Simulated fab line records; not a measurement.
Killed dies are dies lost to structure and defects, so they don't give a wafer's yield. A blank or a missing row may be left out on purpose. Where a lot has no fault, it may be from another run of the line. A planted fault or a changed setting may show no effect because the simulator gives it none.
Code-filled problem report in 8D (eight disciplines) form | flow sky130 | the parts of the form that need people (team, actions taken, sign-off) are left out

== 1. THE ISSUE ==
Across 4 wafers from 3 lots, LDD_HVP_TW at SKY_LDD_HVP_TW_MEAS_10 averages 478, while fault-free wafers read 458 with a standard deviation of 3.5. Measured from the usual mean, that is +5.9 standard deviations.
First observed at day 24 08:01: wafer L159.4, on film metro-03. At this step, 39 wafers from 14 lots have a number in the record. Rule for "out" (also "out of limits"): further than 4 standard deviations from the usual mean. All remaining wafers that have a number are taken as sound.

== 2. WHAT THIS IS AND IS NOT ==
question                    | is                             | is not
which readings at this step | LDD_HVP_TW                     | -
which lots                  | L159, L161, L162               | L152, L153, L154, L166, L168, L169, L170, L171, L172, L174, L175
which wafers of those lots  | L159.4, L159.5, L161.4, L162.5 | L161.2, L162.2
read on which gauges        | film metro-01, film metro-03   | film metro-02
when                        | from day 24 08:01              | up to then (9 sound wafers); but 26 sound wafers of L161, L162, L166, L168, L169, L170, L171, L172, L174, L175 came after

== 3. WHAT RULES OUT EACH SUSPECT ==
Counting: a tool at a process step up to the reading stays a suspect if it ran every lot that is out. Sound lots after the first of them don't rule it out here, since some wafers of a struck lot are sound.
- the gauge at SKY_LDD_HVP_TW_MEAS_10 is ruled out. 2 gauges (film metro-01, film metro-03) read the wafers that are out.
- implanter-03 at SKY_LDD_HVP_IMPLANT_08: kept. It ran every lot that is out, first L159 (day 24 07:49). Out on those wafers are its own readings of beam on s, faraday current uA.
Left after counting: implanter-03 at SKY_LDD_HVP_IMPLANT_08.

== 4. THE CAUSE (what the simulator had put in) ==
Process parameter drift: implanter-03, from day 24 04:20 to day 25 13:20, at SKY_LDD_HVP_IMPLANT_08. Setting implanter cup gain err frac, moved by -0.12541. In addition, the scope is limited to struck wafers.
The count eliminated every tool but this one.

== 5. THE CHAIN OF EFFECTS, in route order ==
One row per reading whose mean, taken over the struck wafers that have a number, lies over 3 standard deviations from the usual. Only readings whose record carries a usual standard deviation are examined. hours: median over the lots of the time between each lot's start at the first step of this table that gives one and its start at this step. sigmas: the change, counted in usual standard deviations.
hours | step                   | reading            | usual   | on struck wafers | change | sigmas
0     | SKY_LDD_HVP_IMPLANT_08 | beam on s          | 10.01 s | 11.28            | +1.27  | +6.0
0     | SKY_LDD_HVP_IMPLANT_08 | faraday current uA | 95.7    | 85.0             | -10.7  | -5.3
0     | SKY_LDD_HVP_TW_MEAS_10 | LDD_HVP_TW         | 458     | 478              | +20    | +5.9
Here are the process steps it includes:
- SKY_LDD_HVP_IMPLANT_08

== 6. WHAT WOULD HAVE CAUGHT IT SOONER ==
The first out-of-limits reading at a measuring or inspecting step in this record came at day 24 08:01, 4 hours after the fault's start at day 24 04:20.
At SKY_LDD_HVP_IMPLANT_08, the tool's own readings (beam on s, faraday current uA) were out on each struck wafer the step has a row for, so an alarm limit on them would have fired on the first such wafer.
Among the 3 lots that are out, L161, L162 began SKY_LDD_HVP_IMPLANT_08 on implanter-03 after day 24 08:01. A hold on the tool at that time would have spared those 2.
